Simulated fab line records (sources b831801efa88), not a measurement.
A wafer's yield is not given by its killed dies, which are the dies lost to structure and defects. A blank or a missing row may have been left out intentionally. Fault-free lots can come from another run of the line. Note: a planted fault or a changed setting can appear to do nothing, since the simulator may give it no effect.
One fault through the eyes of 2 desks | flow gf180mcu | every desk sees just its own numbers, and what lay behind them comes last

## THE METROLOGY DESK
Means of the sampled wafers that have a number, per lot and without regard to the tool the lot ran on: this is what the gauges read. If a lot's mean is further than 4 standard deviations from the usual mean, the lot is out of limits and carries the mark OUT (the distance appears in the brackets).
Columns: A = V2_BOW at GF_V2_BOW_MEAS_05, usual 100 um; B = cd-nm at GF_V3_CD_MEAS_14, usual 259.8 nm; C = V4_W_RS at GF_V4_RS_MEAS_24, usual 0.326 ohm/sq; D = V4_W_THK at GF_V4_THK_MEAS_25, usual 351 nm
lot  | first seen here | A   | B     | C               | D
L182 | day 19 06:01    | 99  | 260.1 | 0.327           | 357
L189 | day 21 23:38    | 110 | 262.2 | 0.267 (-15) OUT | 436 (+12) OUT
L191 | day 22 14:50    | 112 | 260.0 | 0.267 (-15) OUT | 414 (+9.1) OUT
L197 | day 25 05:37    | 101 | 260.5 | 0.324           | 346
L198 | day 25 08:01    | 88  | 259.7 | 0.323           | 357
L200 | day 25 22:44    | 92  | 259.2 | 0.325           | 354
L201 | day 26 12:41    | 110 | 257.9 | 0.330           | 352
L202 | day 26 14:25    | 97  | 260.3 | 0.338           | 340
L203 | day 26 21:11    | 94  | 261.1 | 0.330           | 343
L204 | day 27 01:01    | 82  | 258.1 | 0.328           | 351
L205 | day 27 11:46    | 98  | 259.8 | 0.329           | 344
Finding of this desk: L189, L191 out of limits, first seen on L189 at day 26 21:11 (V4_W_RS at GF_V4_RS_MEAS_24). L182, L197, L198, L200, L201, L202, L203, L204, L205 stayed within limits.

## DESK OF THE TOOL OWNER: cvd-w-01
The tool's own readings at GF_V4_CVD_23 (deposits W, target thk 350 nm, time 104.9 s): means of the sampled wafers that have a number, for each lot that ran on this tool. If a lot's mean is further than 4 standard deviations from the usual mean, the lot is out of limits and carries the mark OUT (the distance appears in the brackets).
Columns: A = chamber-pressure-Torr at GF_V4_CVD_23, usual 39.99 Torr; B = heater-power-w at GF_V4_CVD_23, usual 794 W; C = susceptor-temp-C at GF_V4_CVD_23, usual 400.07 C
lot  | first seen here | A                       | B   | C
L182 | day 24 12:11    | 40.04                   | 756 | 400.05
L189 | day 26 21:04    | 60.38 (+99 or more) OUT | 836 | 399.89
L191 | day 27 09:13    | 60.36 (+99 or more) OUT | 829 | 400.11
L200 | day 30 09:04    | 39.95                   | 878 | 400.25
L201 | day 30 19:23    | 39.92                   | 773 | 400.10
L202 | day 30 20:55    | 39.91                   | 866 | 400.36
L204 | day 31 07:48    | 39.99                   | 827 | 399.89
L205 | day 31 14:52    | 40.09                   | 803 | 400.02
Finding of this desk: L189, L191 out of limits; the first was L189 at day 26 21:04, on chamber-pressure-Torr at GF_V4_CVD_23. L182, L200, L201, L202, L204, L205 stayed within limits.

## BROUGHT TOGETHER
On L189, L191, at day 26 21:04, an alarm was possible from the tool owner's desk.
Metrology desk: alarm possible at day 26 21:11 on L189, L191.
GF_V4_CVD_23 was run on cvd-w-01 by each of the lots named.

## WHAT THE SIMULATOR HAD INSERTED
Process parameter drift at GF_V4_CVD_23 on cvd-w-01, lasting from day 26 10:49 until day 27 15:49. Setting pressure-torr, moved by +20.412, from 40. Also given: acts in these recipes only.
Lots struck among those shown: L189, L191.
Time in hours from fault onset to the first out-of-limits reading at each desk: tool owner's desk 10, metrology desk 10.
